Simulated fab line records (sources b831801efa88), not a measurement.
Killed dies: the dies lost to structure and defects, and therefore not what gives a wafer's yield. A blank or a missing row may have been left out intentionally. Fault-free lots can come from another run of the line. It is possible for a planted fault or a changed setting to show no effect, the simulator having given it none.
fab line records	flow gf180mcu
record lots=15	wafers=45	lastDay=34
route steps=602 shown M2@367 M3@409 V3@429
lots with no fault: from the same line, run without faults
startH: hours from the record's first day to the start of the lot's first wafer shown	waitH: hours from the lot's prior step to this one	" unchanged from the row above	L1.1+2: a row that stands for several wafers	- no value, or no start was given	* or withheld: withheld	< > ~ a bound
route shown NAME@n: a module of which the file shows steps, and the number in the route of the first	usual: mean and standard deviation over wafers with no fault	same: alike in all rows	chamber/n: place in a boat	sites: per-site readings	_std_site: the values' standard deviation	_edge_site: inner sites' mean taken away from outer sites' mean	radiusMm: for every site, how far away it sits from the centre of the wafer	mask NAME#n: copy n	behind: the most recent tool/chamber to have shaped the wafer	hold: cause of the lot's hold/its duration in hours/its outcome	device: transistor that didn't switch, given as n, p or np	end of line: tests run on the same wafers once the route is complete	a step given without rows: its recipe and nothing more	killed: dies lost to structure and defects at the first sort, not the wafer's yield	map: dies across one wafer; x = killed, . = not, _ = none there
set.NAME: the setting as run; set.NAME@STEP: as run at that earlier step	model.NAME: the simulator's own value behind a step, which no gauge read
the route's steps for a sample of lots (tables are steps, rows are wafers)
services: when a tool's chamber went out of use (startH, in hours from the record's first day, below 0 if earlier), for how many hours, and the reason
## steps
# step GF_M2_RS_MEAS_05
# recipe thkMeasGauge=four-point-probe	reads=TiN_of_M2_SPUTTER_04+Ti_of_M2_SPUTTER_03+AlCu_of_M2_SPUTTER_02+TiN_of_M2_SPUTTER_01+Ti_of_M2_SPUTTER_00
# usual M2_ALCU_RS=0.0694/0.0006
lot.wafer	tool	chamber	startH	waitH	M2_ALCU_RS[ohm/sq]
L419.2	filmMetro-03	-	416.76	0.0	0.0690
L419.3	"	-	"	"	0.0691
L419.4	"	-	"	"	0.0687
L420.1	filmMetro-01	-	428.55	0.0	0.0700
L420.2	"	-	"	"	0.0696
L420.4	"	-	"	"	0.0702
L421.1	filmMetro-03	-	436.90	0.0	0.0680
L421.3	"	-	"	"	0.0684
L421.5	"	-	"	"	0.0688
L422.1	filmMetro-01	-	448.29	0.0	0.0706
L422.2	"	-	"	"	0.0695
L422.3	"	-	"	"	0.0703
L426.2	filmMetro-03	-	485.17	0.0	0.0706
L426.4	"	-	"	"	0.0703
L426.5	"	-	"	"	0.0695
L427.3	filmMetro-01	-	498.20	0.1	0.0704
L427.5	"	-	"	"	0.0697
L427.6	"	-	"	"	0.0699
L429.1	filmMetro-01	-	515.49	0.0	0.0688
L429.4	"	-	"	"	0.0690
L429.5	"	-	"	"	0.0686
L431.1	filmMetro-04	-	530.28	0.0	0.0694
L431.2	"	-	"	"	0.0688
L431.4	"	-	"	"	0.0698
L433.2	filmMetro-04	-	551.21	0.0	0.0693
L433.3	"	-	"	"	0.0700
L433.5	"	-	"	"	0.0700
L434.1	filmMetro-01	-	557.94	0.0	0.0696
L434.3	"	-	"	"	0.0695
L434.5	"	-	"	"	0.0697
L435.2	filmMetro-01	-	569.16	0.0	0.0699
L435.5	"	-	"	"	0.0704
L435.6	"	-	"	"	0.0695
L437.2	filmMetro-03	-	578.28	0.0	0.0682
L437.3	"	-	"	"	0.0682
L437.5	"	-	"	"	0.0689
L438.2	filmMetro-03	-	586.15	0.0	0.0700
L438.3	"	-	"	"	0.0695
L438.6	"	-	"	"	0.0697
L439.4	filmMetro-04	-	593.80	0.1	0.0690
L439.5	"	-	"	"	0.0703
L439.6	"	-	"	"	0.0698
L440.2	filmMetro-04	-	602.56	0.0	0.0687
L440.3	"	-	"	"	0.0691
L440.6	"	-	"	"	0.0693
# step GF_M3_SPUTTER_00
# recipe material=Ti	targetThkNm=37.5	arrivingIonEnergyEv=80	substrateTempC=200	chamberPressurePa=2	powerW=4000	timeS=150
# usual throttleValvePct=29.6/1.1
lot.wafer	tool	chamber	startH	waitH	throttleValvePct
L419.2	pvdSputter-02	-	468.69	0.1	30.3
L419.3	"	-	"	"	28.0
L419.4	"	-	"	"	29.7
L420.1	pvdSputter-03	-	480.96	0.2	30.5
L420.2	"	-	"	"	28.5
L420.4	"	-	"	"	30.1
L421.1	pvdSputter-02	-	487.46	0.2	31.4
L421.3	"	-	"	"	30.3
L421.5	"	-	"	"	31.3
L422.1	pvdSputter-02	-	499.57	0.1	28.2
L422.2	"	-	"	"	30.5
L422.3	"	-	"	"	29.4
L426.2	pvdSputter-04	-	534.90	0.2	28.2
L426.4	"	-	"	"	30.7
L426.5	"	-	"	"	30.8
L427.3	pvdSputter-02	-	547.02	0.1	31.2
L427.5	"	-	"	"	29.6
L427.6	"	-	"	"	27.9
L429.1	pvdSputter-02	-	562.97	0.1	30.2
L429.4	"	-	"	"	31.3
L429.5	"	-	"	"	29.6
L431.1	pvdSputter-04	-	577.53	0.2	29.4
L431.2	"	-	"	"	28.1
L431.4	"	-	"	"	29.3
L433.2	pvdSputter-03	-	598.40	0.1	31.7
L433.3	"	-	"	"	28.8
L433.5	"	-	"	"	28.7
L434.1	pvdSputter-04	-	603.37	0.2	29.3
L434.3	"	-	"	"	31.0
L434.5	"	-	"	"	28.1
L435.2	pvdSputter-04	-	614.55	0.1	29.3
L435.5	"	-	"	"	29.3
L435.6	"	-	"	"	29.2
L437.2	pvdSputter-02	-	622.73	0.2	29.9
L437.3	"	-	"	"	31.3
L437.5	"	-	"	"	31.3
L438.2	pvdSputter-04	-	630.26	0.2	30.7
L438.3	"	-	"	"	29.1
L438.6	"	-	"	"	29.3
L439.4	pvdSputter-02	-	638.25	0.3	29.5
L439.5	"	-	"	"	30.1
L439.6	"	-	"	"	31.2
L440.2	pvdSputter-03	-	646.53	0.2	28.7
L440.3	"	-	"	"	31.7
L440.6	"	-	"	"	31.7
# step GF_V3_CVD_00
# recipe material=SiO2	targetThkNm=600	sigmaOpenFrac=0.3	tempC=400	timeS=100	sih4FlowSccm=60	pressureMtorr=6
# usual pressureMtorr=5.998/0.013	runLengthS=127.6/0.36
lot.wafer	tool	chamber	startH	waitH	pressureMtorr	runLengthS
L419.2	hdpcvd-01	0	494.01	0.0	6.015	128.2
L419.3	"	1	"	"	5.987	127.9
L419.4	"	0	"	"	6.003	127.5
L420.1	hdpcvd-02	0	505.61	0.0	6.007	127.2
L420.2	"	1	"	"	6.001	127.5
L420.4	"	1	"	"	5.991	127.5
L421.1	hdpcvd-02	1	511.87	0.0	5.994	128.1
L421.3	"	0	"	"	5.984	127.7
L421.5	"	2	"	"	6.011	128.1
L422.1	hdpcvd-02	2	524.06	0.0	5.988	127.9
L422.2	"	1	"	"	6.000	127.7
L422.3	"	0	"	"	5.986	127.5
L426.2	hdpcvd-02	0	557.99	0.0	-	-
L426.4	"	2	"	"	-	-
L426.5	"	1	"	"	-	-
L427.3	hdpcvd-01	2	569.65	0.0	-	-
L427.5	"	0	"	"	-	-
L427.6	"	2	"	"	-	-
L429.1	hdpcvd-01	1	585.56	0.0	-	-
L429.4	"	1	"	"	-	-
L429.5	"	0	"	"	-	-
L431.1	hdpcvd-01	2	599.46	0.0	5.987	127.0
L431.2	"	1	"	"	6.003	127.2
L431.4	"	2	"	"	6.002	127.3
L433.2	hdpcvd-01	1	620.35	0.0	5.998	127.4
L433.3	"	0	"	"	6.014	128.0
L433.5	"	2	"	"	5.984	127.1
L434.1	hdpcvd-01	1	625.36	0.0	6.028	127.7
L434.3	"	0	"	"	6.000	128.3
L434.5	"	2	"	"	6.004	127.1
L435.2	hdpcvd-01	0	635.66	0.0	6.010	127.8
L435.5	"	2	"	"	5.987	127.2
L435.6	"	1	"	"	6.006	127.8
L437.2	hdpcvd-01	2	643.42	0.0	6.003	127.3
L437.3	"	0	"	"	5.989	127.8
L437.5	"	2	"	"	5.999	127.9
L438.2	hdpcvd-01	2	651.16	0.0	6.000	127.6
L438.3	"	0	"	"	5.986	128.0
L438.6	"	1	"	"	5.986	127.8
L439.4	hdpcvd-01	1	659.50	0.0	6.007	127.8
L439.5	"	2	"	"	6.001	127.2
L439.6	"	0	"	"	5.982	128.0
L440.2	hdpcvd-01	1	667.26	0.0	5.964	127.2
L440.3	"	0	"	"	5.992	127.5
L440.6	"	0	"	"	6.009	127.8
# step GF_V3_THK_MEAS_25
# recipe thkMeasGauge=xrf	reads=W_of_V3_CVD_23
# usual V3_W_THK=352/4.2
lot.wafer	tool	chamber	startH	waitH	V3_W_THK[nm]
L419.2	filmMetro-03	-	519.11	0.1	349
L419.3	"	-	"	"	345
L419.4	"	-	"	"	350
L420.1	filmMetro-02	-	530.41	0.1	359
L420.2	"	-	"	"	356
L420.4	"	-	"	"	361
L421.1	filmMetro-01	-	537.23	0.1	348
L421.3	"	-	"	"	349
L421.5	"	-	"	"	348
L422.1	filmMetro-03	-	548.96	0.1	348
L422.2	"	-	"	"	353
L422.3	"	-	"	"	352
L431.1	filmMetro-03	-	621.89	0.1	348
L431.2	"	-	"	"	347
L431.4	"	-	"	"	347
L433.2	filmMetro-03	-	642.05	0.1	351
L433.3	"	-	"	"	349
L433.5	"	-	"	"	352
L434.1	filmMetro-02	-	647.39	0.1	356
L434.3	"	-	"	"	358
L434.5	"	-	"	"	352
L435.2	filmMetro-03	-	657.22	0.1	357
L435.5	"	-	"	"	355
L435.6	"	-	"	"	355
L437.2	filmMetro-02	-	664.41	0.1	357
L437.3	"	-	"	"	353
L437.5	"	-	"	"	353
L438.2	filmMetro-03	-	672.51	0.1	352
L438.3	"	-	"	"	357
L438.6	"	-	"	"	358
L439.4	filmMetro-03	-	679.19	0.1	354
L439.5	"	-	"	"	350
L439.6	"	-	"	"	353
L440.2	filmMetro-03	-	687.46	0.1	352
L440.3	"	-	"	"	348
L440.6	"	-	"	"	352
## services
tool	chamber	startH	hours	kind
pvdSputter-03	-	456.77	11.1	repair
hdpcvd-01	2	483.85	10.7	repair
pvdSputter-03	-	529.51	9.7	repair
hdpcvd-01	-	539.25	15.0	pm
hdpcvd-01	0	539.25	15.0	ventCycle
hdpcvd-01	1	539.25	15.0	ventCycle
hdpcvd-01	2	539.25	15.0	ventCycle
hdpcvd-01	0	554.25	-	clean
hdpcvd-01	1	554.25	-	clean
hdpcvd-01	2	554.25	-	clean
hdpcvd-02	-	607.50	14.6	pm
pvdSputter-02	-	620.63	1.9	repair
hdpcvd-01	2	667.26	27.9	repair
## key
firstSign step=GF_V3_CVD_00	reading=toolRecord	direction=missing
effect none on later readings
metAt GF_V3_CVD_00
struckLots L426,L427,L429
scrappedBehind GF_V3_THK_MEAS_01 L426.2,L426.4,L426.5,L427.3,L427.5,L427.6,L429.1,L429.4,L429.5
notActingAt GF_M2_RS_MEAS_05,GF_M3_SPUTTER_00,GF_V3_THK_MEAS_25
onsetBetween 524.06 557.99
fault kind=skippedStepWhole	tool=hdpcvd-01,hdpcvd-02	chamber=-	onsetH=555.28	steps=GF_V3_CVD_00	scope=struckLotsOnly
